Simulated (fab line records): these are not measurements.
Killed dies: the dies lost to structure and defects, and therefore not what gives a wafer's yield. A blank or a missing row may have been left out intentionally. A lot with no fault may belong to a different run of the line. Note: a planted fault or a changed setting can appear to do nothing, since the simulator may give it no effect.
Comparing a struck lot with a sound one ; flow sky130 ; 44 out of 708 route steps
Sound: these wafers, L439.1, L439.4, L439.5. Struck: wafer L448.5. (L448.4, L448.6 of the same lot were not struck and are left out.) The cause comes at the end.
Order at every step that has rows: each side's tool, ch and its chambers, its first start. Under that, the readings that differ: sound wafers ; struck wafers ; difference of the means ; sigmas: that difference in standard deviations of wafers without a fault.
alike: a reading whose means differ by less than 2 such deviations, as well as words and numbers matching on both sides. not compared: withheld readings; readings where some wafer has no value; bounds like >300 that might hide an equal value; numbers whose values overlap and for which the record gives no deviation.
The two part at a step that has a row with sigmas, a row that says differs or no value, or rows on one side only. When numbers do not overlap yet have no deviation, they are printed without sigmas and do not part them. A reading missing from all wafers of one side parts the sides only when that side holds two or more wafers.

first, 7 steps without rows for these wafers: SKY_VIA2_ETCH_15 (etches SiO2 in C4F8/O2/Ar, stops on TiN, target depth 546 nm, time 84 s); SKY_VIA2_STRIP_16 (strips in O2/N2); SKY_VIA2_STRIP_17 (strips in post etch residue remover, time 1200 s); SKY_VIA2_CLEAN_18 (cleans in IPA, time 180 s); SKY_VIA2_CLEAN_19 (cleans in O3/DIW); SKY_VIA2_SPUTTER_20 (material TiN, target thk 20 nm, time 80 s); SKY_VIA2_CVD_21 (deposits W, target thk 420 nm, time 126.4 s).
SKY_VIA2_RS_MEAS_22: uses a four-point probe to measure.
  sound on filmMetro-02, day 36 15:51; struck on filmMetro-04, day 39 06:23
reading;sound;struck;difference;sigmas
VIA2_W_RS (ohm/sq);0.2722 0.2719 0.2720;0.2783;+0.0063;+2
SKY_VIA2_THK_MEAS_23: measures by xrf.
  sound on filmMetro-02, day 36 15:58; struck on filmMetro-04, day 39 06:29
  alike: VIA2_W_THK
SKY_VIA2_CMP_24: polishes, stops on SiO2, t overpolish 20 s, target thk 0 nm.
  sound on cmp-01 ch 0,1,2, day 36 16:08; struck on cmp-02 ch 0, day 39 06:40
  alike: motorCurrentA, overpolishRunS, timeToEndpointS
then, 1 step without rows for these wafers: SKY_METAL3_SPUTTER_00 (material Ti, target thk 15 nm, time 10 s).
SKY_METAL3_SPUTTER_01: material TiN, target thk 20 nm, time 16.7 s.
  sound on pvdSputter-03, day 36 16:21; struck on pvdSputter-02, day 39 06:50
  alike: throttleValvePct
SKY_METAL3_SPUTTER_02: material AlCu, target thk 735 nm, time 39.1 s.
  sound on pvdSputter-03, day 36 16:23; struck on pvdSputter-02, day 39 06:52
reading;sound;struck;difference;sigmas
model.AlCu_of_METAL3_SPUTTER_02.thkNm (nm);739.6 742.4 736.7;955.5;+215.9;
  alike: throttleValvePct
SKY_METAL3_SPUTTER_03: material Ti, target thk 5 nm, time 3.3 s.
  sound on pvdSputter-03, day 36 16:25; struck on pvdSputter-02, day 39 06:54
  alike: throttleValvePct
SKY_METAL3_SPUTTER_04: material TiN, target thk 70 nm, time 58.3 s.
  sound on pvdSputter-03, day 36 16:26; struck on pvdSputter-02, day 39 06:55
reading;sound;struck;difference;sigmas
throttleValvePct (%);31.9 31.9 32.1;29.9;-2.1;-2
SKY_CAPM_CVD_00: deposits SiO2, target thk 15.5 nm.
  sound on pecvd-03 ch 1,2, day 36 16:29; struck on pecvd-03 ch 0, day 39 06:59
  alike: heaterPowerW
SKY_CAPM_THK_MEAS_01:
  sound on filmMetro-01, day 36 16:30; struck on filmMetro-01, day 39 07:01
  alike: CAPM_CVD_00_THK
then, 1 step without rows for these wafers: SKY_CAPM_SPUTTER_02 (material TiN, target thk 200 nm, time 166.7 s).
SKY_CAPM_RS_MEAS_03: uses a four-point probe to measure.
  sound on filmMetro-02, day 36 16:40; struck on filmMetro-02, day 39 07:13
reading;sound;struck;difference;sigmas
CAPM_TIN_RS (ohm/sq);7.02 6.97 6.99;6.83;-0.16;-2
SKY_CAPM_THK_MEAS_04: measures by xrf.
  sound on filmMetro-02, day 36 16:47; struck on filmMetro-02, day 39 07:19
  alike: CAPM_TIN_THK
then, 7 steps without rows for these wafers: SKY_CAPM_DEHYDRATE_05 (time 60 s); SKY_CAPM_HMDS_06 (prime time 60 s); SKY_CAPM_COAT_07 (resist thk 1140 nm); SKY_CAPM_SOFTBAKE_08 (time 60 s); SKY_CAPM_EXPOSE_09 (exposes mask CAPM, target cd 1000 nm); SKY_CAPM_PEB_10; SKY_CAPM_DEVELOP_11 (develop time 60 s).
SKY_CAPM_OVL_MEAS_12:
  sound on overlay-02, day 37 18:39; struck on overlay-01, day 40 07:19
  alike: CAPM_OVL
then, 13 steps without rows for these wafers: SKY_CAPM_METAL_ETCH_13 (etches TiN in Cl2/BCl3, stops on SiO2, target depth 220 nm, time 62.9 s); SKY_CAPM_STRIP_14 (strips in O2/N2); SKY_CAPM_STRIP_15 (strips in post etch residue remover, time 1200 s); SKY_CAPM_CLEAN_16 (cleans in IPA, time 180 s); SKY_CAPM_CLEAN_17 (cleans in O3/DIW); SKY_METAL3_DEHYDRATE_05 (time 60 s); SKY_METAL3_HMDS_06 (prime time 60 s); SKY_METAL3_COAT_07 (resist thk 60 nm); SKY_METAL3_COAT_08 (resist thk 1140 nm); SKY_METAL3_SOFTBAKE_09 (time 90 s); SKY_METAL3_EXPOSE_10 (exposes mask MM3, target cd 300 nm); SKY_METAL3_PEB_11; SKY_METAL3_DEVELOP_12 (develop time 60 s).
SKY_METAL3_CD_MEAS_13: target cd 300 nm.
  sound on cdSem-02, day 38 20:40; struck on cdSem-02, day 41 08:25
  alike: cdNm
SKY_METAL3_METAL_ETCH_18: etches the open film in Cl2/BCl3, stops on SiO2, target depth 845 nm, time 183.1 s.
  sound on rieMetal-04 ch 1, day 38 21:07; struck on rieMetal-01 ch 1, day 41 08:44
reading;sound;struck;difference;sigmas
oesProductAu (a.u.);0.869 0.860 0.869;1.001;+0.135;+21
  alike: drypumpMotorCurrentA, throttleValvePct
  not compared: rfHoursCounterH
-- the record jumps here: 7 days lie between the struck wafers' starts before and after (it left off in module METAL3 and takes up again in module PAD_OPEN, whose first step shown is number 708 of the route) --
SKY_PAD_OPEN_PROBE_99:
  sound on prober-02, day 46 01:18; struck on prober-01, day 48 01:53
reading;sound;struck;difference;sigmas
model.etest.met3Comb.leakLog10AUm;-12.08 -11.96 -11.9;-8.198;+3.782;
model.etest.met3.lineOhmUm;0.1421 0.139 0.1404;0.1079;-0.0326;
model.etest.met3.rsOhmSq;0.04256 0.04203 0.04198;0.03282;-0.00937;

== WHERE THEY PART ==
First at SKY_VIA2_RS_MEAS_22; last, within this record, at SKY_METAL3_METAL_ETCH_18.

WHY: whatever the simulator had introduced
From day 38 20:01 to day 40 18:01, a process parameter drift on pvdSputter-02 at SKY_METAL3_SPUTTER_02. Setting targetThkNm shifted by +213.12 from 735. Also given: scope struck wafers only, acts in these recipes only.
